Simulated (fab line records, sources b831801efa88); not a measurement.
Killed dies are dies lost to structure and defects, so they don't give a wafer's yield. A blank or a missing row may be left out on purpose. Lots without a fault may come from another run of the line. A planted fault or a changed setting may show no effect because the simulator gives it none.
fab line records | flow sky130
record lots=6 wafers=18 last_day=52
route steps=708 shown SONOS_TUNNEL@156 SONOS_ONO@168
lots that met no fault: from a run of the same line without faults
start_h: hours from the record's first day to the start of the lot's first wafer shown | wait_h: hours since the lot's step before | " the same as in the row above | L1.1+2: a row that stands for several wafers | - no value, or no start given | * or withheld: withheld | < > ~ a bound
route shown NAME@n: a module of which the file shows steps, and the number in the route of the first | usual: mean/standard deviation of fault-free wafers | same: alike in all rows | chamber/n: place in a boat | sites: the reading at each site | _std_site: their standard deviation | _edge_site: outer sites' mean less inner sites' | radius_mm: how far each site lies from the wafer's centre | mask NAME#n: copy n | behind: the tool/chamber that last shaped the wafer | hold: why the lot was held/for how many hours/how that ended | device: the transistor (n, p or np) that didn't switch | end of line: the same wafers' tests at the end of the route | a step without rows: its recipe alone | killed: dies lost to structure and defects at the first sort, not the wafer's yield | map: a wafer's dies, x killed, . not, _ none there
set.NAME: the setting as run; set.NAME@STEP: as run at that earlier step | model.NAME: the simulator's own value behind a step, which no gauge read
lots at some steps of the route; a table a step, a row a wafer
services: from which hour (start_h, from the record's first day; less than 0 if before it) a tool's chamber was out of use, for how many hours, and why
## steps
# step SKY_SONOS_TUNNEL_COAT_02
# recipe resist=NOVOLAK spin_rpm=3000 resist_thk_nm=1140
# step SKY_SONOS_TUNNEL_SOFTBAKE_03
# recipe temp_c=90 time_s=60 resist=NOVOLAK
# step SKY_SONOS_TUNNEL_EXPOSE_04
# recipe mask_id=TUNM na=0.6 source_shape=conventional sigma_outer=0.6 polarization=unpolarized target_cd_nm=410 dose_mj=136
# step SKY_SONOS_TUNNEL_PEB_05
# recipe temp_c=withheld time_s=* resist=NOVOLAK
# step SKY_SONOS_TUNNEL_DEVELOP_06
# recipe resist=NOVOLAK developer=TMAH develop_time_s=60 dev_temp_c=23
# step SKY_SONOS_TUNNEL_CD_MEAS_07
# recipe target_cd_nm=410
# usual cd_nm=409.4/2.1
# columns lot.wafer tool chamber start_h wait_h cd_nm
L109.4 cd_sem-01 - 201.32 0.1 406.8
L109.5 " - " " 407.0
L109.6 " - " " 406.7
L112.2 cd_sem-01 - 218.13 0.3 406.9
L112.5 " - " " 409.2
L112.6 " - " " 410.6
L118.1 cd_sem-02 - 255.04 0.1 410.7
L118.3 " - " " 410.3
L118.6 " - " " 413.9
L119.2 cd_sem-01 - 256.93 0.1 410.2
L119.4 " - " " 411.1
L119.5 " - " " 411.2
L127.1 cd_sem-01 - 520.76 0.1 411.2
L127.3 " - " " 407.9
L127.5 " - " " 409.1
L131.1 cd_sem-02 - 521.24 0.1 412.8
L131.3 " - " " 411.2
L131.5 " - " " 411.4
# step SKY_SONOS_TUNNEL_OVL_MEAS_08
# usual SONOS_TUNNEL_OVL=-0.1/1.6
# columns lot.wafer tool chamber start_h wait_h SONOS_TUNNEL_OVL[nm]
L109.4 overlay-02 - 201.40 0.1 1.5
L109.5 " - " " 0.2
L109.6 " - " " -0.8
L112.2 overlay-02 - 218.23 0.1 2.2
L112.5 " - " " 1.0
L112.6 " - " " 1.3
L118.1 overlay-02 - 255.16 0.1 0.8
L118.3 " - " " 0.3
L118.6 " - " " 0.4
L119.2 overlay-02 - 257.04 0.1 0.5
L119.4 " - " " 0.7
L119.5 " - " " 1.1
L127.1 overlay-02 - 520.88 0.1 -1.8
L127.3 " - " " -1.9
L127.5 " - " " -1.3
L131.1 overlay-01 - 521.36 0.1 0.7
L131.3 " - " " -2.1
L131.5 " - " " 0.8
# step SKY_SONOS_TUNNEL_IMPLANT_09
# recipe species=B energy_kev=20 dose_cm2=1e+12 tilt_deg=withheld
# step SKY_SONOS_TUNNEL_WET_ETCH_10
# recipe chemistry=dHF target_depth_nm=14 target=SiO2 dilution=100:1 temp_c=25 time_s=280
# step SKY_SONOS_TUNNEL_STRIP_11
# recipe chemistry=SPM time_s=600 temp_c=130
# step SKY_SONOS_TUNNEL_TW_MEAS_12
# usual SONOS_TUNNEL_TW=197.1/1.9
# columns lot.wafer tool chamber start_h wait_h SONOS_TUNNEL_TW
L109.4 film_metro-03 - 201.86 0.0 200.2
L109.5 " - " " 198.8
L109.6 " - " " 200.2
L112.2 film_metro-02 - 218.70 0.0 194.7
L112.5 " - " " 195.8
L112.6 " - " " 195.9
L118.1 film_metro-02 - 255.61 0.0 196.3
L118.3 " - " " 195.1
L118.6 " - " " 194.8
L119.2 film_metro-02 - 257.65 0.2 196.4
L119.4 " - " " 195.3
L119.5 " - " " 195.7
L127.1 film_metro-02 - 521.51 0.0 194.9
L127.3 " - " " 195.7
L127.5 " - " " 196.4
L131.1 film_metro-02 - 521.82 0.0 195.5
L131.3 " - " " 195.8
L131.5 " - " " 196.2
# step SKY_SONOS_TUNNEL_CLEAN_13
# recipe chemistry=dHF time_s=20 dilution=100:1 dry=ipa_marangoni
# step SKY_SONOS_ONO_OXIDATION_00
# recipe temp_c=800 ambient=O2 idle_temp_c=700 ramp_up_c_per_min=10 ramp_down_c_per_min=3 stabilise_s=600 purge_s=300 target_thk_a=26 ox_time_s=1249
# usual ox_temp_c=800.0/0.34 ox_temp_c_max=803.1/0.69 zone_power_upper_pct=13.4/0.68
# columns lot.wafer tool chamber start_h wait_h ox_temp_c ox_temp_c_max zone_power_upper_pct
L109.4 furnace-01 0 201.91 0.0 800.1 803.4 13.8
L109.5 " 0 " " 800.1 802.9 13.7
L109.6 " 0 " " 800.0 803.4 13.8
L112.2 furnace-01 0 225.69 6.9 800.5 803.6 13.9
L112.5 " 0 " " 800.0 802.2 13.9
L112.6 " 0 " " 800.1 802.9 13.5
L118.1 furnace-01 - 259.54 3.9 - - -
L118.3 " - " " - - -
L118.6 " - " " - - -
L119.2 furnace-01 - 259.54 1.8 - - -
L119.4 " - " " - - -
L119.5 " - " " - - -
L127.1 furnace-01 0 521.64 0.0 799.7 802.5 13.6
L127.3 " 0 " " 800.0 802.8 13.6
L127.5 " 0 " " 800.2 803.0 13.6
L131.1 furnace-02 0 522.53 0.6 799.9 803.9 12.3
L131.3 " 0 " " 799.6 802.3 12.4
L131.5 " 0 " " 799.8 802.7 12.1
## services
# columns tool chamber start_h hours kind
furnace-02 - 260.69 4.1 pm
furnace-01 - 264.98 3.3 pm
furnace-02 - 267.75 2.7 pm
furnace-01 - 286.87 4.0 pm
furnace-01 - 295.03 1.1 pm
furnace-02 - 356.63 15.3 pm
furnace-01 - 406.71 4.4 pm
furnace-02 - 512.24 4.9 pm
## key
first_sign step=SKY_SONOS_ONO_OXIDATION_00 reading=tool_record direction=missing
effect none on later readings
met_at SKY_SONOS_ONO_OXIDATION_00
struck_wafers L118.1,L118.3,L118.6,L119.2,L119.4,L119.5
later_rows_left_out L118.1,L118.3,L118.6,L119.2,L119.4,L119.5
sort_left_out L118.1,L118.3,L118.6,L119.2,L119.4,L119.5
tester_left_out L118,L119
onset_between 225.69 259.54
fault kind=skipped_step_whole tool=furnace-01 chamber=- onset_h=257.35 steps=SKY_SONOS_ONO_OXIDATION_00 scope=struck_lots_only
# tester_left_out: of these lots the tester's yield and bins aren't shown, on N5 and GAA mostly nor the transistor test; their killed dies are dies lost to structure and defects alone, not to doping, threshold or leakage, so they don't give the yield
# sort_left_out: the simulated sort isn't trusted on such a fault, so these wafers' sort isn't shown, and their yield isn't known
# later_rows_left_out: the simulator's readings of these wafers behind a module that went badly wrong aren't trusted and aren't shown, but for the sort
